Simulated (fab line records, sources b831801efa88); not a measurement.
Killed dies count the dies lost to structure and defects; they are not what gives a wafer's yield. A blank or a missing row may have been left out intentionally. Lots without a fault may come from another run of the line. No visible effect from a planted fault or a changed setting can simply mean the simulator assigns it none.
fab line records | flow sfq-line
record lots=7 | wafers=21 | last-day=91
route steps=325 shown C5@246 M6@251 I6@266 M7@281 M8@325
lots that met no fault: from a run of the same line without faults
start-h: hours from the record's opening day to when the first of the lot's shown wafers began | wait-h: hours since the lot's step before | " unchanged from the row above | L1.1+2: several wafers, shown together as one row | - value missing, or start not given | * or withheld: withheld | < > ~ a bound
route shown NAME@n: NAME is a module with steps in the file, n the number in the route of the first one | usual: mean/standard deviation taken from wafers without a fault | same: alike in all rows | chamber/n: place in a boat | sites: per-site readings | _std_site: the values' standard deviation | _edge_site: the outer-site mean with the inner-site mean subtracted | radius-mm: for every site, how far away it sits from the centre of the wafer | mask NAME#n: copy n | behind: the most recent tool/chamber to have shaped the wafer | hold: why the lot went on hold/how many hours it stayed there/how the hold came to an end | device: the transistor (n, p or np) that didn't switch | end of line: the tests these same wafers got at the end of their route | a step given without rows: its recipe and nothing more | killed: count of dies lost to structure and defects at first sort (not the wafer's yield) | map: a wafer's dies, marking killed ones x, the rest . and places with no die _
set.NAME: the run value of the setting; set.NAME@STEP: its run value at that earlier step | model.NAME: the simulator's own value behind a step, which no gauge read
lots at selected steps of the route; one table per step, one row per wafer
services: the hour from which a tool's chamber was out of use, counted from the record's first day as start-h (under 0 if before that day), plus the number of hours and why
## steps
# step SFQ_C5_OVL_MEAS_937
# usual C5_OVL=0/5.8
lot.wafer | tool       | chamber | start-h | wait-h | C5_OVL[nm]
L606.1    | overlay-02 | -       | 1697.70 | 0.1    | -7
L606.3    | "          | -       | "       | "      | -10
L606.6    | "          | -       | "       | "      | -10
L608.4    | overlay-01 | -       | 1710.92 | 0.1    | 15
L608.5    | "          | -       | "       | "      | 12
L608.6    | "          | -       | "       | "      | 9
L609.2    | overlay-02 | -       | 1712.10 | 0.1    | 2
L609.3    | "          | -       | "       | "      | 8
L609.6    | "          | -       | "       | "      | -1
L610.3    | overlay-01 | -       | 1714.51 | 0.1    | -2
L610.4    | "          | -       | "       | "      | -4
L610.5    | "          | -       | "       | "      | -2
L620.1    | overlay-02 | -       | 1813.90 | 0.1    | 6
L620.4    | "          | -       | "       | "      | -2
L620.6    | "          | -       | "       | "      | 4
L621.1    | overlay-02 | -       | 1884.00 | 0.1    | -2
L621.2    | "          | -       | "       | "      | 1
L621.6    | "          | -       | "       | "      | 4
L625.1    | overlay-01 | -       | 1898.83 | 0.1    | 3
L625.2    | "          | -       | "       | "      | 2
L625.4    | "          | -       | "       | "      | -2
# step SFQ_TRILAYER_C5_BARC_OPEN_VIA_ETCH_210
# recipe mask-material=PR | chemistry=O2 | target-depth-nm=125 | target=BARC | source-w=500 | bias-w=80 | pressure-mtorr=30 | time-s=41.7
# usual drypump-motor-current-A=5.9/0.35 | oes-product-au=0.685/0.0054
lot.wafer | tool        | chamber | start-h | wait-h | drypump-motor-current-A | oes-product-au | rf-hours-counter-h
L606.1    | rie-diel-01 | 2       | 1697.73 | 0.0    | 5.9                     | 0.685          | 14
L606.3    | "           | 3       | "       | "      | 6.1                     | 0.675          | 13
L606.6    | "           | 1       | "       | "      | 6.1                     | 0.689          | -
L608.4    | rie-diel-04 | 0       | 1710.93 | 0.0    | 6.0                     | 0.692          | 0
L608.5    | "           | 0       | "       | "      | 6.0                     | 0.688          | -
L608.6    | "           | 3       | "       | "      | 5.3                     | 0.682          | -
L609.2    | rie-diel-01 | 2       | 1712.13 | 0.0    | 5.9                     | 0.680          | 14
L609.3    | "           | 1       | "       | "      | 6.0                     | 0.685          | 12
L609.6    | "           | 3       | "       | "      | 6.1                     | 0.686          | -
L610.3    | rie-diel-04 | 1       | 1714.53 | 0.0    | 6.0                     | 0.681          | 11
L610.4    | "           | 0       | "       | "      | 6.0                     | 0.679          | 0
L610.5    | "           | 3       | "       | "      | 5.4                     | 0.697          | -
L620.1    | rie-diel-04 | 2       | 1813.94 | 0.0    | 6.0                     | 0.680          | 0
L620.4    | "           | 0       | "       | "      | 6.0                     | 0.680          | 1
L620.6    | "           | 0       | "       | "      | 6.0                     | 0.680          | -
L621.1    | rie-diel-02 | 3       | 1884.04 | 0.0    | 6.1                     | 0.684          | 2
L621.2    | "           | 1       | "       | "      | 5.7                     | 0.683          | 14
L621.6    | "           | 0       | "       | "      | 5.0                     | 0.687          | -
L625.1    | rie-diel-01 | 3       | 1898.86 | 0.0    | 6.1                     | 0.678          | 15
L625.2    | "           | 1       | "       | "      | 6.1                     | 0.688          | 14
L625.4    | "           | 2       | "       | "      | 5.9                     | 0.681          | 17
# step SFQ_TRILAYER_C5_ETCH_VIA_ETCH_154
# recipe target=SiO2 | mask-material=PR | chemistry=CHF3 | target-depth-nm=84 | source-w=500 | bias-w=80 | pressure-mtorr=30 | time-s=withheld | stop-on=Nb
# usual drypump-motor-current-A=5.9/0.34 | oes-product-au=0.892/0.0084
lot.wafer | tool        | chamber | start-h | wait-h | drypump-motor-current-A | oes-product-au
L606.1    | rie-diel-01 | 2       | 1697.77 | 0.0    | 5.9                     | 0.883
L606.3    | "           | 3       | "       | "      | 6.2                     | 0.882
L606.6    | "           | 1       | "       | "      | 6.1                     | 0.886
L608.4    | rie-diel-04 | 0       | 1710.97 | 0.0    | 6.0                     | 0.899
L608.5    | "           | 0       | "       | "      | 6.0                     | 0.891
L608.6    | "           | 3       | "       | "      | 5.3                     | 0.898
L609.2    | rie-diel-01 | 2       | 1712.17 | 0.0    | 5.9                     | 0.893
L609.3    | "           | 1       | "       | "      | 6.1                     | 0.884
L609.6    | "           | 3       | "       | "      | 6.1                     | 0.895
L610.3    | rie-diel-04 | 1       | 1714.57 | 0.0    | 5.9                     | 0.897
L610.4    | "           | 0       | "       | "      | 6.0                     | 0.885
L610.5    | "           | 3       | "       | "      | 5.3                     | 0.897
L620.1    | rie-diel-04 | 2       | 1813.98 | 0.0    | 6.0                     | 0.876
L620.4    | "           | 0       | "       | "      | 6.0                     | 0.896
L620.6    | "           | 0       | "       | "      | 6.0                     | 0.901
L621.1    | rie-diel-02 | 3       | 1884.08 | 0.0    | 6.0                     | 0.885
L621.2    | "           | 1       | "       | "      | 5.7                     | 0.878
L621.6    | "           | 0       | "       | "      | 5.1                     | 0.899
L625.1    | rie-diel-01 | 3       | 1898.90 | 0.0    | 6.1                     | 0.878
L625.2    | "           | 1       | "       | "      | 6.1                     | 0.893
L625.4    | "           | 2       | "       | "      | 5.9                     | 0.904
# step SFQ_TRILAYER_C5_STRIP_STRIP_155
# recipe gas=O2 | power-w=200 | platen-temp-c=40 | overash-fraction=0.65 | chemistry=O2 | pressure-mtorr=50
# usual drypump-motor-current-A=5.4/0.52 | oes-product-au=0.997/0.0086
lot.wafer | tool         | chamber | start-h | wait-h | drypump-motor-current-A | oes-product-au | rf-hours-counter-h
L606.1    | rie-metal-03 | 0       | 1697.82 | -      | 5.0                     | 0.980          | 6
L606.3    | "            | 0       | "       | "      | 5.0                     | 0.984          | -
L606.6    | "            | 1       | "       | "      | 6.2                     | 0.995          | -
L608.4    | rie-metal-02 | 1       | 1711.22 | -      | 4.8                     | 0.986          | -
L608.5    | "            | 0       | "       | "      | 5.7                     | 1.006          | -
L608.6    | "            | 1       | "       | "      | 4.8                     | 0.995          | -
L609.2    | rie-metal-03 | 1       | 1712.22 | -      | 6.2                     | 1.003          | 101
L609.3    | "            | 1       | "       | "      | 6.2                     | 0.987          | -
L609.6    | "            | 1       | "       | "      | 6.2                     | 0.993          | -
L610.3    | rie-metal-02 | 1       | 1714.82 | -      | 4.8                     | 0.985          | -
L610.4    | "            | 0       | "       | "      | 5.7                     | 1.004          | -
L610.5    | "            | 1       | "       | "      | 4.8                     | 0.981          | -
L620.1    | rie-metal-02 | 1       | 1814.02 | -      | 4.8                     | 1.003          | 14
L620.4    | "            | 1       | "       | "      | 4.8                     | 1.006          | -
L620.6    | "            | 1       | "       | "      | 4.8                     | 1.001          | -
L621.1    | rie-metal-03 | 0       | 1884.13 | -      | 5.0                     | 0.996          | 33
L621.2    | "            | 1       | "       | "      | 6.2                     | 0.995          | 2
L621.6    | "            | 0       | "       | "      | 4.9                     | 1.001          | -
L625.1    | rie-metal-02 | 0       | 1898.95 | -      | 5.7                     | 1.006          | 86
L625.2    | "            | 1       | "       | "      | 4.8                     | 1.004          | 28
L625.4    | "            | 0       | "       | "      | 5.7                     | 1.007          | -
# step SFQ_TRILAYER_C5_STRIP_SOLV_CLEAN_156
# recipe chemistry=NMP | temp-c=70 | time-s=600
# step SFQ_TRILAYER_M6_DEP_PRE_CLEAN_158
# recipe gas=Ar | time-s=22.5 | bias-v=250
# step SFQ_TRILAYER_M6_DEP_SPUTTER_157
# recipe material=Nb | base-pressure-pa=1.33e-06 | chamber-pressure-pa=0.1333 | substrate-temp-c=20 | target-thk-nm=200 | power-w=2000 | time-s=133.3
# step SFQ_M6_RS_MEAS_938
# recipe thk-meas-gauge=four-point-probe | reads=Nb_of_TRILAYER_M6_DEP_SPUTTER_157
# usual M6_NB_RS=0.887/0.011
lot.wafer | tool          | chamber | start-h | wait-h | M6_NB_RS[ohm/sq]
L606.1    | film-metro-04 | -       | 1698.72 | 0.0    | 0.897
L606.3    | "             | -       | "       | "      | 0.880
L606.6    | "             | -       | "       | "      | 0.887
L608.4    | film-metro-02 | -       | 1711.98 | 0.1    | 0.871
L608.5    | "             | -       | "       | "      | 0.876
L608.6    | "             | -       | "       | "      | 0.889
L609.2    | film-metro-04 | -       | 1713.14 | 0.1    | 0.875
L609.3    | "             | -       | "       | "      | 0.876
L609.6    | "             | -       | "       | "      | 0.882
L610.3    | film-metro-03 | -       | 1715.56 | 0.1    | 0.895
L610.4    | "             | -       | "       | "      | 0.872
L610.5    | "             | -       | "       | "      | 0.888
L620.1    | film-metro-04 | -       | 1814.92 | 0.0    | 0.903
L620.4    | "             | -       | "       | "      | 0.889
L620.6    | "             | -       | "       | "      | 0.902
L621.1    | film-metro-03 | -       | 1885.02 | 0.0    | 0.885
L621.2    | "             | -       | "       | "      | 0.878
L621.6    | "             | -       | "       | "      | 0.886
L625.1    | film-metro-04 | -       | 1899.84 | 0.0    | 0.883
L625.2    | "             | -       | "       | "      | 0.880
L625.4    | "             | -       | "       | "      | 0.881
# step SFQ_TRILAYER_M6_LITHO_COAT_164
# recipe resist=BARC | spin-rpm=3000 | resist-thk-nm=62
# step SFQ_TRILAYER_M6_LITHO_COAT_159
# recipe resist=KrF | spin-rpm=3000 | resist-thk-nm=600
# step SFQ_TRILAYER_M6_LITHO_SOFTBAKE_163
# recipe temp-c=withheld | time-s=withheld | resist=KrF
# step SFQ_TRILAYER_M6_LITHO_EXPOSE_160
# recipe mask-id=M6 | na=0.6 | source-shape=conventional | sigma-outer=0.65 | target-cd-nm=500 | dose-mj=14.4
lot.wafer  | tool           | chamber | start-h | wait-h | mask | model.M6.overlay-x-nm
L606.1+3+6 | krf-scanner-01 | 0       | 1699.65 | -      | M6#0 | 3.577
L608.4+5+6 | krf-scanner-01 | 0       | 1713.45 | -      | M6#0 | 109.6
L609.2+3+6 | krf-scanner-01 | 0       | 1714.25 | -      | M6#0 | 96.56
L610.3+4+5 | krf-scanner-01 | 0       | 1716.85 | -      | M6#0 | 101.8
L620.1+4+6 | krf-scanner-02 | 0       | 1880.10 | -      | M6#0 | 5.789
L621.1+2+6 | krf-scanner-02 | 0       | 1890.13 | -      | M6#0 | -7.74
L625.1+2+4 | krf-scanner-02 | 0       | 1902.13 | -      | M6#0 | 0.2322
# step SFQ_TRILAYER_M6_LITHO_PEB_162
# recipe peb-temp-c=115 | peb-time-s=60 | resist=KrF
# step SFQ_TRILAYER_M6_LITHO_DEVELOP_161
# recipe time-s=60 | resist=KrF
# step SFQ_M6_OVL_MEAS_940
# usual M6_OVL=4/5.6
lot.wafer | tool       | chamber | start-h | wait-h | M6_OVL[nm]
L606.1    | overlay-01 | -       | 1701.15 | 0.1    | 9
L606.3    | "          | -       | "       | "      | 7
L606.6    | "          | -       | "       | "      | 4
L608.4    | overlay-02 | -       | 1714.37 | 0.1    | 112
L608.5    | "          | -       | "       | "      | 114
L608.6    | "          | -       | "       | "      | 111
L609.2    | overlay-02 | -       | 1715.55 | 0.1    | 105
L609.3    | "          | -       | "       | "      | 96
L609.6    | "          | -       | "       | "      | 102
L610.3    | overlay-01 | -       | 1717.96 | 0.1    | 101
L610.4    | "          | -       | "       | "      | 100
L610.5    | "          | -       | "       | "      | 102
L620.1    | overlay-02 | -       | 1881.60 | 0.1    | 5
L620.4    | "          | -       | "       | "      | 10
L620.6    | "          | -       | "       | "      | 18
L621.1    | overlay-01 | -       | 1891.63 | 0.1    | 8
L621.2    | "          | -       | "       | "      | -7
L621.6    | "          | -       | "       | "      | -9
L625.1    | overlay-01 | -       | 1903.63 | 0.1    | 0
L625.2    | "          | -       | "       | "      | -1
L625.4    | "          | -       | "       | "      | 2
# step SFQ_TRILAYER_M6_BARC_OPEN_METAL_ETCH_206
# recipe mask-material=PR | chemistry=O2 | target-depth-nm=125 | target=BARC | icp-w=584.3 | bias-w=80 | pressure-mtorr=10 | time-s=41.7
# step SFQ_TRILAYER_M6_ETCH_METAL_ETCH_162
# recipe target=Nb | stop-on=SiO2 | mask-material=PR | chemistry=Cl2/Ar | target-depth-nm=240 | icp-w=600 | bias-w=80 | pressure-mtorr=10 | time-s=120
# step SFQ_TRILAYER_M6_STRIP_STRIP_163
# recipe gas=O2 | power-w=200 | platen-temp-c=40 | overash-fraction=0.65 | chemistry=O2 | pressure-mtorr=50
# step SFQ_TRILAYER_M6_STRIP_SOLV_CLEAN_164
# recipe chemistry=NMP | temp-c=70 | time-s=600
# step SFQ_TRILAYER_I6_DEP_PECVD_165
# recipe material=SiO2 | temp-c=150 | time-s=111.11 | pressure-torr=2.4 | rf-w=183.3 | precursor=SiH4/N2O | target-thk-nm=500
# usual heater-power-w=86/15 | showerhead-vpp-V=823/51 | throttle-valve-pct=25.1/1.3
lot.wafer | tool     | chamber | start-h | wait-h | heater-power-w | showerhead-vpp-V | throttle-valve-pct
L606.1    | pecvd-04 | 0       | 1702.16 | 0.0    | 86             | 793              | 26.3
L606.3    | "        | 1       | "       | "      | 94             | 810              | 25.1
L606.6    | "        | 2       | "       | "      | 84             | 922              | 27.3
L608.4    | pecvd-01 | 2       | 1715.38 | 0.0    | 65             | 762              | 22.5
L608.5    | "        | 1       | "       | "      | 42             | 806              | 24.9
L608.6    | "        | 0       | "       | "      | 106            | 808              | 24.5
L609.2    | pecvd-04 | 0       | 1716.80 | 0.0    | 87             | 793              | 26.3
L609.3    | "        | 1       | "       | "      | 98             | 797              | 24.6
L609.6    | "        | 0       | "       | "      | 88             | 802              | 26.3
L610.3    | pecvd-03 | 0       | 1718.94 | 0.0    | 95             | 819              | 23.8
L610.4    | "        | 0       | "       | "      | 94             | 803              | 23.9
L610.5    | "        | 1       | "       | "      | 83             | 788              | 23.7
L620.1    | pecvd-04 | 2       | 1882.60 | 0.0    | 77             | 930              | 27.2
L620.4    | "        | 0       | "       | "      | 89             | 804              | 26.5
L620.6    | "        | 1       | "       | "      | 84             | 812              | 25.0
L621.1    | pecvd-01 | 2       | 1892.62 | 0.0    | 59             | 757              | 22.7
L621.2    | "        | 1       | "       | "      | 38             | 808              | 25.0
L621.6    | "        | 2       | "       | "      | 63             | 765              | 22.7
L625.1    | pecvd-04 | 0       | 1904.62 | 0.0    | 90             | 825              | 26.2
L625.2    | "        | 2       | "       | "      | 88             | 938              | 27.1
L625.4    | "        | 2       | "       | "      | 72             | 934              | 26.9
# step SFQ_TRILAYER_I6_CMP_CMP_166
# recipe material=SiO2 | down-force-psi=3 | platen-rpm=60 | pad-velocity-m-s=0.94248
# step SFQ_I6_BOW_MEAS_941
# recipe mode=bow
# usual I6_BOW=6/11
lot.wafer | tool          | chamber | start-h | wait-h | I6_BOW[um]
L606.1    | film-metro-02 | -       | 1705.24 | 1.0    | 24
L606.3    | "             | -       | "       | "      | 25
L606.6    | "             | -       | "       | "      | 24
L608.4    | film-metro-04 | -       | 1718.48 | 2.1    | 21
L608.5    | "             | -       | "       | "      | 31
L608.6    | "             | -       | "       | "      | 15
L609.2    | film-metro-02 | -       | 1721.44 | 1.0    | 13
L609.3    | "             | -       | "       | "      | 17
L609.6    | "             | -       | "       | "      | 6
L610.3    | film-metro-01 | -       | 1722.54 | 1.0    | -1
L610.4    | "             | -       | "       | "      | 10
L610.5    | "             | -       | "       | "      | 6
L620.1    | film-metro-01 | -       | 1890.56 | 2.0    | 5
L620.4    | "             | -       | "       | "      | 18
L620.6    | "             | -       | "       | "      | 9
L621.1    | film-metro-02 | -       | 1899.56 | 2.0    | 7
L621.2    | "             | -       | "       | "      | 0
L621.6    | "             | -       | "       | "      | 10
L625.1    | film-metro-01 | -       | 1911.56 | 1.0    | 11
L625.2    | "             | -       | "       | "      | 7
L625.4    | "             | -       | "       | "      | -4
# step SFQ_TRILAYER_I6_METRO_MEASURE_167
# step SFQ_TRILAYER_I6_VIA_LITHO_COAT_174
# recipe resist=BARC | spin-rpm=3000 | resist-thk-nm=61.66
# step SFQ_TRILAYER_I6_VIA_LITHO_COAT_169
# recipe resist=KrF | spin-rpm=3000 | resist-thk-nm=650
# step SFQ_TRILAYER_I6_VIA_LITHO_SOFTBAKE_173
# recipe temp-c=withheld | time-s=withheld | resist=KrF
# step SFQ_TRILAYER_I6_VIA_LITHO_EXPOSE_170
# recipe mask-id=I6 | na=0.6 | source-shape=conventional | sigma-outer=0.65 | target-cd-nm=700 | dose-mj=21.3
# step SFQ_TRILAYER_I6_VIA_LITHO_PEB_172
# recipe peb-temp-c=115 | peb-time-s=60 | resist=KrF
# step SFQ_TRILAYER_I6_VIA_LITHO_DEVELOP_171
# recipe time-s=60 | resist=KrF
# step SFQ_I6_OVL_MEAS_942
# usual I6_OVL=-3/6
lot.wafer | tool       | chamber | start-h | wait-h | I6_OVL[nm]
L606.1    | overlay-01 | -       | 1806.90 | 0.1    | -3
L606.3    | "          | -       | "       | "      | -1
L606.6    | "          | -       | "       | "      | -7
L608.4    | overlay-02 | -       | 1819.31 | 0.1    | -1
L608.5    | "          | -       | "       | "      | -3
L608.6    | "          | -       | "       | "      | -11
L609.2    | overlay-01 | -       | 1824.20 | 0.1    | -7
L609.3    | "          | -       | "       | "      | -8
L609.6    | "          | -       | "       | "      | 2
L610.3    | overlay-01 | -       | 1825.40 | 0.1    | 1
L610.4    | "          | -       | "       | "      | 3
L610.5    | "          | -       | "       | "      | -3
L620.1    | overlay-02 | -       | 1977.45 | 0.1    | -13
L620.4    | "          | -       | "       | "      | -7
L620.6    | "          | -       | "       | "      | -4
L621.1    | overlay-01 | -       | 1990.65 | 0.1    | -3
L621.2    | "          | -       | "       | "      | 0
L621.6    | "          | -       | "       | "      | -3
L625.1    | overlay-01 | -       | 2002.06 | 0.1    | 4
L625.2    | "          | -       | "       | "      | -1
L625.4    | "          | -       | "       | "      | -5
# step SFQ_TRILAYER_I6_VIA_BARC_OPEN_VIA_ETCH_235
# recipe mask-material=PR | chemistry=O2 | target-depth-nm=125 | target=BARC | source-w=500 | bias-w=80 | pressure-mtorr=30 | time-s=41.7
# step SFQ_TRILAYER_I6_VIA_ETCH_VIA_ETCH_172
# recipe target=SiO2 | stop-on=Nb | mask-material=PR | taper-deg=20 | chemistry=CHF3 | target-depth-nm=260 | source-w=500 | bias-w=80 | pressure-mtorr=30 | time-s=withheld
# step SFQ_TRILAYER_I6_VIA_STRIP_STRIP_173
# recipe gas=O2 | power-w=200 | platen-temp-c=40 | overash-fraction=0.65 | chemistry=O2 | pressure-mtorr=50
# step SFQ_TRILAYER_I6_VIA_STRIP_SOLV_CLEAN_174
# recipe chemistry=NMP | temp-c=70 | time-s=600
# step SFQ_TRILAYER_M7_DEP_PRE_CLEAN_176
# recipe gas=Ar | time-s=22.5 | bias-v=250
# step SFQ_TRILAYER_M7_DEP_SPUTTER_175
# recipe material=Nb | base-pressure-pa=1.33e-06 | chamber-pressure-pa=0.1333 | substrate-temp-c=20 | target-thk-nm=200 | power-w=2000 | time-s=133.3
# usual cathode-dc-power-W=2000.0/0.38 | throttle-valve-pct=30.3/1.1
lot.wafer | tool           | chamber | start-h | wait-h | cathode-dc-power-W | throttle-valve-pct
L606.1    | pvd-sputter-05 | -       | 1807.89 | 0.0    | 2000.2             | 29.4
L606.3    | "              | -       | "       | "      | 2000.1             | 30.9
L606.6    | "              | -       | "       | "      | 1999.8             | 29.5
L608.4    | pvd-sputter-04 | -       | 1820.28 | 0.0    | 2000.3             | 29.5
L608.5    | "              | -       | "       | "      | 2000.6             | 31.5
L608.6    | "              | -       | "       | "      | 1999.6             | 29.5
L609.2    | pvd-sputter-06 | -       | 1825.78 | 0.0    | 1999.8             | 28.2
L609.3    | "              | -       | "       | "      | 1999.9             | 28.6
L609.6    | "              | -       | "       | "      | 1999.9             | 30.9
L610.3    | pvd-sputter-05 | -       | 1826.38 | 0.0    | 1999.7             | 30.1
L610.4    | "              | -       | "       | "      | 2000.5             | 29.4
L610.5    | "              | -       | "       | "      | 2000.4             | 31.2
L620.1    | pvd-sputter-06 | -       | 1978.44 | 0.0    | 1999.9             | 31.0
L620.4    | "              | -       | "       | "      | 1999.6             | 30.8
L620.6    | "              | -       | "       | "      | 2000.4             | 30.7
L621.1    | pvd-sputter-04 | -       | 1992.24 | 0.0    | 2000.9             | 31.5
L621.2    | "              | -       | "       | "      | 2000.2             | 30.1
L621.6    | "              | -       | "       | "      | 1999.6             | 29.7
L625.1    | pvd-sputter-04 | -       | 2003.05 | 0.0    | 1999.9             | 31.5
L625.2    | "              | -       | "       | "      | 1999.8             | 30.6
L625.4    | "              | -       | "       | "      | 2000.5             | 30.1
# step SFQ_M7_RS_MEAS_943
# recipe thk-meas-gauge=four-point-probe | reads=Nb_of_TRILAYER_M7_DEP_SPUTTER_175
# usual M7_NB_RS=0.891/0.0087
lot.wafer | tool          | chamber | start-h | wait-h | M7_NB_RS[ohm/sq]
L606.1    | film-metro-04 | -       | 1807.98 | 0.0    | 0.882
L606.3    | "             | -       | "       | "      | 0.899
L606.6    | "             | -       | "       | "      | 0.878
L608.4    | film-metro-04 | -       | 1820.43 | 0.1    | 0.888
L608.5    | "             | -       | "       | "      | 0.904
L608.6    | "             | -       | "       | "      | 0.899
L609.2    | film-metro-01 | -       | 1825.89 | 0.1    | 0.909
L609.3    | "             | -       | "       | "      | 0.896
L609.6    | "             | -       | "       | "      | 0.888
L610.3    | film-metro-01 | -       | 1826.51 | 0.1    | 0.893
L610.4    | "             | -       | "       | "      | 0.885
L610.5    | "             | -       | "       | "      | 0.894
L620.1    | film-metro-03 | -       | 1978.53 | 0.0    | 0.878
L620.4    | "             | -       | "       | "      | 0.890
L620.6    | "             | -       | "       | "      | 0.880
L621.1    | film-metro-03 | -       | 1992.33 | 0.0    | 0.891
L621.2    | "             | -       | "       | "      | 0.879
L621.6    | "             | -       | "       | "      | 0.885
L625.1    | film-metro-01 | -       | 2003.14 | 0.0    | 0.900
L625.2    | "             | -       | "       | "      | 0.879
L625.4    | "             | -       | "       | "      | 0.891
# step SFQ_TRILAYER_M7_LITHO_COAT_182
# recipe resist=BARC | spin-rpm=3000 | resist-thk-nm=62
# step SFQ_TRILAYER_M7_LITHO_COAT_177
# recipe resist=KrF | spin-rpm=3000 | resist-thk-nm=600
# step SFQ_TRILAYER_M7_LITHO_SOFTBAKE_181
# recipe temp-c=withheld | time-s=withheld | resist=KrF
# step SFQ_M8_BOW_MEAS_951
# recipe mode=bow
# usual M8_BOW=8/12
lot.wafer | tool          | chamber | start-h | wait-h | M8_BOW[um] | model.etest.i5.link-ohm
L606.1    | film-metro-04 | -       | 1912.59 | 0.0    | 28         | 2.291
L606.3    | "             | -       | "       | "      | 28         | 2.246
L606.6    | "             | -       | "       | "      | 27         | 2.267
L608.4    | film-metro-02 | -       | 1918.65 | 0.1    | 27         | 2.292
L608.5    | "             | -       | "       | "      | 35         | 2.293
L608.6    | "             | -       | "       | "      | 21         | 2.305
L609.2    | film-metro-03 | -       | 1927.01 | 0.0    | 18         | 2.263
L609.3    | "             | -       | "       | "      | 21         | 2.259
L609.6    | "             | -       | "       | "      | 12         | 2.283
L610.3    | film-metro-04 | -       | 1930.62 | 0.0    | 5          | 2.329
L610.4    | "             | -       | "       | "      | 15         | 2.299
L610.5    | "             | -       | "       | "      | 12         | 2.301
L620.1    | film-metro-04 | -       | 2080.15 | 0.0    | 4          | 2.295
L620.4    | "             | -       | "       | "      | 20         | 2.262
L620.6    | "             | -       | "       | "      | 10         | 2.271
L621.1    | film-metro-03 | -       | 2156.00 | 0.0    | 9          | 2.271
L621.2    | "             | -       | "       | "      | 2          | 2.258
L621.6    | "             | -       | "       | "      | 11         | 2.252
L625.1    | film-metro-02 | -       | 2172.92 | 0.0    | 12         | 2.231
L625.2    | "             | -       | "       | "      | 7          | 2.255
L625.4    | "             | -       | "       | "      | -2         | 2.233
## services
tool           | chamber | start-h | hours | kind
krf-scanner-01 | -       | 1694.44 | 0.8   | pm
rie-metal-03   | -       | 1698.44 | 0.2   | repair
rie-diel-01    | 3       | 1703.69 | 4.3   | repair
krf-scanner-02 | -       | 1724.75 | 1.9   | repair
krf-scanner-02 | -       | 1726.68 | 0.8   | pm
krf-scanner-01 | -       | 1759.68 | 4.0   | pm
rie-diel-04    | 2       | 1780.92 | 6.9   | repair
rie-metal-02   | 1       | 1800.65 | 2.3   | repair
krf-scanner-01 | -       | 1808.38 | 2.2   | repair
krf-scanner-01 | -       | 1821.39 | 1.3   | pm
krf-scanner-01 | -       | 1825.09 | 1.0   | pm
rie-diel-04    | 0       | 1828.87 | 4.4   | repair
rie-diel-04    | 3       | 1834.04 | 7.3   | repair
rie-diel-01    | 2       | 1840.01 | 1.3   | repair
rie-diel-01    | 0       | 1854.49 | 13.1  | repair
rie-diel-04    | 1       | 1860.71 | 6.5   | repair
pecvd-04       | -       | 1878.51 | 2.8   | pm
rie-diel-04    | 3       | 1908.10 | 6.1   | repair
rie-diel-04    | 2       | 1912.14 | 6.4   | repair
rie-metal-02   | 1       | 1918.13 | 18.0  | repair
pecvd-04       | -       | 1929.44 | 14.6  | pm
rie-diel-04    | 2       | 1967.27 | 5.6   | repair
krf-scanner-01 | -       | 1993.95 | 1.0   | pm
krf-scanner-01 | -       | 1996.15 | 11.6  | pm
## key
first-sign step=SFQ_M6_OVL_MEAS_940 | reading=M6_OVL | direction=up | sigmas=18 | usual=4 | struck=105
effect none on later readings
model-effect step=SFQ_TRILAYER_M6_LITHO_EXPOSE_160 | value=M6.overlay-x-nm | without=0.1461 | struck=102.6
model-effect step=SFQ_M8_BOW_MEAS_951 | value=etest.i5.link-ohm | without=2.26 | struck=2.291
met-at SFQ_TRILAYER_M6_LITHO_EXPOSE_160
struck-wafers L608.4,L608.5,L608.6,L609.2,L609.3,L609.6,L610.3,L610.4,L610.5
onset-between 1699.65 1713.45
fault kind=scanner-matching-overlay | tool=krf-scanner-01 | chamber=- | onset-h=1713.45 | steps=SFQ_TRILAYER_M6_LITHO_EXPOSE_160 | offset=102.49
